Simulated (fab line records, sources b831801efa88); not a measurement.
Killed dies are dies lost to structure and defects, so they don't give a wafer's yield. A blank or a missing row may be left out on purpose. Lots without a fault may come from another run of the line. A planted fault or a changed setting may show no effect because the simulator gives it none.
Chamber matching | flow gf180mcu | GF_V5_CMP_04 on cmp-01: 4 sister chambers
The step polishes SiO2. 16 wafers are shown with their chamber, then 8 later ones without.

WAFERS WITH THEIR CHAMBER
wafer  | chamber | motor_current_A (A)
L638.2 | 3       | 11.9
L638.4 | 2       | 13.4
L638.6 | 0       | 11.1
L640.2 | 2       | 12.6
L640.3 | 3       | 12.1
L640.6 | 3       | 11.6
L642.1 | 3       | 11.4
L642.5 | 1       | 11.5
L642.6 | 0       | 11.1
L643.1 | 3       | 12.1
L643.2 | 0       | 11.4
L643.3 | 2       | 12.0
L649.2 | 3       | 10.7
L649.4 | 0       | 11.2
L649.6 | 0       | 11.0
L650.1 | 2       | 12.3

SIGNATURES (means of the wafers above)
reading         | chamber 0 | chamber 1 | chamber 2 | chamber 3 | scatter within a chamber
motor_current_A | 11.160    | 11.500    | 12.575    | 11.633    | 0.467
Rule: a wafer's distance from a chamber is the root of the sum, over the readings, of the square of ((its reading less the chamber's mean) divided by the reading's scatter). The wafer belongs to the nearest chamber; if the next one is less than 2 further off, it can't be placed. The scatter: the root of (the sum of the squares of (reading less its chamber's mean) over the shown wafers, divided by (wafers less chambers)).

WAFERS WITHOUT THEIR CHAMBER
wafer  | motor_current_A (A)
L650.3 | 11.1
L650.5 | 11.7
L651.2 | 11.0
L651.4 | 12.3
L651.6 | 11.7
L652.1 | 10.8
L652.4 | 11.9
L652.5 | 12.9

WHICH CHAMBER EACH WENT THROUGH
wafer  | from the rows above               | in truth
L650.3 | can't be placed: 0 or 1 or 3      | 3
L650.5 | can't be placed: 3 or 1 or 0 or 2 | 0
L651.2 | can't be placed: 0 or 1 or 3      | 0
L651.4 | can't be placed: 2 or 3 or 1 or 0 | 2
L651.6 | can't be placed: 3 or 1 or 0 or 2 | 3
L652.1 | can't be placed: 0 or 1 or 3      | 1
L652.4 | can't be placed: 3 or 1 or 2 or 0 | 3
L652.5 | 2                                 | 2
Placed correctly: 1 of 8. Can't be placed from these rows: 7 (the true chamber is among the candidates in 7). Placed wrongly: 0.
